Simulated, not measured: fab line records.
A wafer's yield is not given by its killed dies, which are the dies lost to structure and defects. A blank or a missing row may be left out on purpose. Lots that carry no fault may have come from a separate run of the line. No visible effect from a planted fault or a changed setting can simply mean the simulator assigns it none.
One fault through the eyes of 2 desks | flow sky130 | only its own numbers are on each desk; what lay behind them is given at the end

## FOR THE TOOL OWNER'S DESK: implanter-04
The tool's own readings at SKY_VT_ADJUST_LVTN_IMPLANT_19, given as means over the sampled wafers that have a number, one for each lot that went through this tool. If a lot's mean is further than 4 standard deviations from the usual mean, the lot is out of limits and carries the mark OUT (the distance appears in the brackets).
Columns: A = dose_ions_cm2 at SKY_VT_ADJUST_LVTN_IMPLANT_19, usual 6.498e+11; B = faraday_current_uA at SKY_VT_ADJUST_LVTN_IMPLANT_19, usual 3.68
lot  | first seen here | A                           | B
L142 | day 8 01:35     | 6.499e+11                   | 3.68
L147 | day 9 14:08     | 6.505e+11                   | 3.68
L152 | day 11 01:34    | 6.493e+11                   | 3.66
L155 | day 11 19:29    | 1.178e+12 (+99 or more) OUT | 6.74 (+41) OUT
L157 | day 12 11:13    | 1.177e+12 (+99 or more) OUT | 6.82 (+42) OUT
L158 | day 12 16:17    | 1.176e+12 (+99 or more) OUT | 6.57 (+39) OUT
This desk finds L155, L157, L158 out of limits, L155 being first, at day 11 19:29 (dose_ions_cm2 at SKY_VT_ADJUST_LVTN_IMPLANT_19). Within limits: L142, L147, L152.

## AT THE METROLOGY DESK
Lot by lot, what the gauges showed, no matter which tool ran the lot: averages of those sampled wafers that carry a number. If a lot's mean is further than 4 standard deviations from the usual mean, the lot is out of limits and carries the mark OUT (the distance appears in the brackets).
Columns: A = PWDE_TW at SKY_PWDE_TW_MEAS_10, usual 374.7; B = VT_ADJUST_LVTN_2_TW at SKY_VT_ADJUST_LVTN_TW_MEAS_21, usual 188.0; C = VT_ADJUST_HVTR_OVL at SKY_VT_ADJUST_HVTR_OVL_MEAS_08, usual 0.3 nm
lot  | first seen here | A     | B               | C
L141 | day 3 23:08     | 373.5 | 185.1           | 1.1
L142 | day 4 02:45     | 373.9 | 188.2           | 1.1
L144 | day 4 19:01     | 374.4 | 189.3           | 0.0
L145 | day 4 21:30     | 376.4 | 188.0           | 1.1
L147 | day 5 08:43     | 377.2 | 188.2           | 1.7
L151 | day 6 04:59     | 377.1 | 189.5           | 0.4
L152 | day 6 11:41     | 377.0 | 188.3           | 1.8
L155 | day 7 02:49     | 375.8 | 220.4 (+25) OUT | -1.7
L157 | day 7 16:12     | 376.3 | 220.7 (+25) OUT | 0.2
L158 | day 7 20:14     | 368.0 | 220.6 (+25) OUT | 2.3
L159 | day 8 02:09     | 374.7 | 186.5           | -0.2
L164 | day 9 06:02     | 373.1 | 187.1           | -0.8
This desk's result: L155, L157, L158 out of limits, first on L155 (VT_ADJUST_LVTN_2_TW at SKY_VT_ADJUST_LVTN_TW_MEAS_21), day 11 19:43. Within limits: L141, L142, L144, L145, L147, L151, L152, L159, L164.

## BROUGHT TOGETHER
The tool owner's desk had the chance to raise an alarm at day 11 19:29 on L155, L157, L158.
On L155, L157, L158, the metrology desk was in a position to raise an alarm at day 11 19:43.
Every lot named ran SKY_VT_ADJUST_LVTN_IMPLANT_19 on implanter-04.

## WHAT HAD BEEN PUT IN BY THE SIMULATOR
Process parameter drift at SKY_VT_ADJUST_LVTN_IMPLANT_19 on implanter-04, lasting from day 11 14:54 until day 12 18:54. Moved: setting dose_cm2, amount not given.
Lots struck among those shown: L155, L157, L158.
Time in hours from fault onset to the first out-of-limits reading at each desk: tool owner's desk 5, metrology desk 5.
